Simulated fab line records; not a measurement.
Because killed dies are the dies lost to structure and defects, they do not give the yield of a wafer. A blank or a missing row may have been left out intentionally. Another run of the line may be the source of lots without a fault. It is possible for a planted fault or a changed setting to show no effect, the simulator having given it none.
Struck lot and sound lot, side by side :: flow sky130 :: 14 steps out of a route of 708
Sound: wafers L268.4, L268.5, L268.6. Struck: wafers L274.1, L274.3, L274.5. The cause comes at the end.
For every step that has rows: the tool of each side, followed by ch and its chambers, followed by its first start. Under that, the readings that differ: sound wafers :: struck wafers :: difference of the means :: sigmas: that difference in standard deviations of wafers without a fault.
alike: a reading whose means differ by less than 2 such deviations, as well as words and numbers matching on both sides. not compared: withheld readings; readings where some wafer has no value; bounds like >300 that might hide an equal value; numbers whose values overlap and for which the record gives no deviation.
A row with sigmas, a row that says differs or no value, or rows on one side alone: a step with any of these is where the two part. Numbers that have no deviation but don't overlap get no sigmas and don't part them. Lack of a reading on every wafer of one side parts them only where that side has two or more wafers.

first, 4 steps without rows for these wafers: SKY_VIA2_SOFTBAKE_08 (time 90 s); SKY_VIA2_EXPOSE_09 (exposes mask VIM2, target cd 200 nm); SKY_VIA2_PEB_10; SKY_VIA2_DEVELOP_11 (develop time 60 s).
SKY_VIA2_CD_MEAS_12: the cd target is 200 nm.
  sound on cd-sem-02 at day 39 21:55; struck on cd-sem-02 at day 42 04:59
  alike: cd-nm
SKY_VIA2_OVL_MEAS_13:
  sound on overlay-02 at day 39 22:00; struck on overlay-02 at day 42 05:07
  alike: VIA2_OVL
SKY_VIA2_ETCH_14: etches BARC in N2/H2, stops on SiO2, time 45.9 s, target depth 60 nm.
  sound on rie-diel-03 ch 0,1,2, day 39 22:01; struck on rie-diel-01 ch 1,2, day 42 05:09
reading: rf-fwd-power-W (W)
sound: 492.8 489.4 496.4
struck: 497.3 496.9 495.9
difference: +3.8
sigmas: +2
  alike: drypump-motor-current-A, oes-product-au, throttle-valve-pct
  not compared: rf-hours-counter-h
SKY_VIA2_ETCH_15: etches SiO2 in C4F8/O2/Ar, stops on TiN, target depth 546 nm, time 84 s.
  sound on rie-diel-03 ch 0,1,2, day 39 22:04; struck on rie-diel-01 ch 1,2, day 42 05:11
  alike: oes-product-au, rf-fwd-power-W
  not compared: rf-hours-counter-h
SKY_VIA2_STRIP_16: strips in O2/N2.
  sound on plasma-asher-03 ch 0,1, day 39 22:10; struck on plasma-asher-03 ch 0,1, day 42 05:15
  alike: drypump-motor-current-A, oes-product-au, strip-time-to-endpoint-s
  not compared: rf-hours-counter-h
then, 3 steps without rows for these wafers: SKY_VIA2_STRIP_17 (strips in post etch residue remover, time 1200 s); SKY_VIA2_CLEAN_18 (cleans in IPA, time 180 s); SKY_VIA2_CLEAN_19 (cleans in O3/DIW).
SKY_VIA2_SPUTTER_20: material TiN, target thk 20 nm, time 80 s.
  sound on pvd-sputter-04 at day 39 22:46; struck on pvd-sputter-04 at day 42 05:50
  no value came back on the struck wafers for cathode-dc-power-W (W), chamber-pressure-pa (Pa), throttle-valve-pct (%); on the sound wafers cathode-dc-power-W (W) reads 3999.8 4000.2 3999.3
SKY_VIA2_CVD_21: deposits W, target thk 420 nm, time 126.4 s.
  sound on cvd-w-01 ch 0,1, day 39 22:52; struck on cvd-w-01 ch 1, day 42 05:54
  alike: heater-power-w

== WHERE THEY PART ==
At SKY_VIA2_ETCH_14 first; at SKY_VIA2_SPUTTER_20 last (within this record only). Later steps at which nothing parts them and some readings are alike: SKY_VIA2_CVD_21.

WHY: whatever the simulator had introduced
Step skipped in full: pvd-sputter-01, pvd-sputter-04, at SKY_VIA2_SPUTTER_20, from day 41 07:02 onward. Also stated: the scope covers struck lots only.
